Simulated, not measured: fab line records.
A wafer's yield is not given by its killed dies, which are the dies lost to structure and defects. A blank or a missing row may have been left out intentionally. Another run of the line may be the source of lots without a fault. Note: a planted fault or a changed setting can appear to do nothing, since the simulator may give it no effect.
Which of the tools did it? | flow gf180mcu | Sampling: 6 lots, 18 wafers, 2 of 602 route steps

## WHAT THE GAUGES SHOWED, per wafer
GF_LVPWELL_TW_MEAS_11.
lot  | measured    | on           | LVPWELL_TW
L969 | day 4 03:03 | filmMetro-04 | 562 562 561
L971 | day 4 14:54 | filmMetro-01 | 563 565 563
L973 | day 5 02:42 | filmMetro-03 | 550 549 552
L976 | day 5 19:58 | filmMetro-03 | 552 550 553
L978 | day 6 04:57 | filmMetro-04 | 559 558 557
L981 | day 6 21:50 | filmMetro-03 | 553 552 555

## WHAT TOOL EACH LOT RAN ON (gives the tool, then ch and the chambers of the sampled wafers, and finally the start)
lot  | GF_DNWELL_EXPOSE_04
L969 | ilineStepper-01 ch 0, day 2 17:47
L971 | ilineStepper-01 ch 0, day 3 04:46
L973 | ilineStepper-02 ch 0, day 3 15:34
L976 | ilineStepper-01 ch 0, day 4 08:02
L978 | ilineStepper-01 ch 0, day 4 16:39
L981 | ilineStepper-01 ch 0, day 5 08:14
- GF_DNWELL_EXPOSE_04: exposes mask DNWELL, target cd 1700 nm.

## THE ANSWER, worked out from the rows above alone
Rule: the lots themselves supply what counts as usual. The widest of any qualifying gaps counts: lots, ordered by their means at a reading, are off when they make up no more than a third of the lots, leave a main group of 4 or more, and stand apart from it by 3 or more times the standard deviation of that group's means. If all means in a main group match to the digits the tables above print for the reading, that group is not used. Also off: a lot with no number at a reading for which 4 or more lots have one. The other lots that the step has rows for count as sound.
None of the lots is off at any reading shown; this tells nothing.

## WHAT THE SIMULATOR PUT IN
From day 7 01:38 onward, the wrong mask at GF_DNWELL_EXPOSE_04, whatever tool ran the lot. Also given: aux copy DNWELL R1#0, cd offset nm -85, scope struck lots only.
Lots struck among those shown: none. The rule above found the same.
